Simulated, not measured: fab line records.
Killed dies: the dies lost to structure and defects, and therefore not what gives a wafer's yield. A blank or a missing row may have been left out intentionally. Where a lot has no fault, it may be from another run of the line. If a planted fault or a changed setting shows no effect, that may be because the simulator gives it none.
Code-filled problem report in 8D (eight disciplines) form || flow sfq-line || the parts of the form that need people (team, actions taken, sign-off) are left out

## 1. WHAT IS WRONG
At SFQ_TRILAYER_I3_METRO_MEASURE_083, thk-nm averages 220.0 nm over 3 wafers from 2 lots, while fault-free wafers read 200.2 nm, standard deviation 1.3. That is +15 standard deviations from the usual mean.
Seen first at day 41 08:05 on film-metro-01, wafer L632.1. The record has a number at this step for 41 wafers belonging to 14 lots. The rule behind "out" and "out of limits": a value lying over 4 standard deviations away from the usual mean. Any other wafer with a number is counted as sound.

## 2. WHAT THIS IS AND IS NOT
{"question": "which readings at this step", "is": "thk-nm", "is not": "-"}
{"question": "which lots", "is": "L632, L633", "is not": "L628, L629, L630, L638, L640, L643, L646, L647, L648, L649, L650, L651"}
{"question": "which wafers of those lots", "is": "L632.1, L633.1, L633.4", "is not": "L632.2, L632.5"}
{"question": "read on which tools", "is": "film-metro-01, film-metro-03", "is not": "film-metro-04"}
{"question": "when", "is": "from day 41 08:05", "is not": "up to then (11 sound wafers); but 27 sound wafers of L638, L640, L643, L646, L647, L648, L649, L650, L651 came after"}

## 3. WHAT RULES OUT EACH SUSPECT
Counting: any tool at a process step up to the reading remains a suspect provided it ran every lot that is out. Sound lots after the first of them don't rule it out here, since some wafers of a struck lot are sound.
- cmp-02 at SFQ_TRILAYER_I3_CMP_CMP_082 (polishes SiO2): kept. Every lot that is out went through it, the first being L632 (day 41 04:58); the last sound lot it ran before that was L628 (day 40 13:58).
After counting, what remains is cmp-02 at SFQ_TRILAYER_I3_CMP_CMP_082.

## 4. THE CAUSE (what the simulator had put in)
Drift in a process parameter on cmp-02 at SFQ_TRILAYER_I3_CMP_CMP_082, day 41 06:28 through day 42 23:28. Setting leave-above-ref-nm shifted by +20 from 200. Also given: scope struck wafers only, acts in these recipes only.
After counting, this tool was the only one left.

## 5. THE EFFECT CHAIN, in route order
Rows list readings where the struck wafers' mean (over those with a number) sits beyond 3 standard deviations from the usual. Scope: only readings with a usual standard deviation given in the record; hours: median across lots of the time from each lot's start at the first step in this table that gives one to its start at this step; sigmas: change in usual standard deviations.
{"hours": 0, "step": "SFQ_TRILAYER_I3_METRO_MEASURE_083", "reading": "thk-nm", "usual": "200.2 nm", "on struck wafers": 220.0, "change": "+19.8", "sigmas": "+15"}
{"hours": 4, "step": "SFQ_TRILAYER_I3_VIA_ETCH_VIA_ETCH_088", "reading": "oes-product-au", "usual": "0.856 a.u.", "on struck wafers": 0.900, "change": "+0.044", "sigmas": "+8.8"}
The process steps in it:
- SFQ_TRILAYER_I3_METRO_MEASURE_083
- SFQ_TRILAYER_I3_VIA_ETCH_VIA_ETCH_088: etches SiO2 in CHF3, stops on Nb, target depth 260 nm.

## 6. HOW IT WOULD HAVE BEEN CAUGHT EARLIER
First out-of-limits reading in this record: day 41 08:05, which is 2 hours after fault onset at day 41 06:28.
Of the tool readings at SFQ_TRILAYER_I3_CMP_CMP_082 for which the record gives a usual standard deviation, none was out on any struck wafer, so an alarm limit of 4 standard deviations on them would not have fired.
By day 41 08:05, every lot that is out (2) had started SFQ_TRILAYER_I3_CMP_CMP_082 on cmp-02. A hold on the tool at that time would have spared none of them.
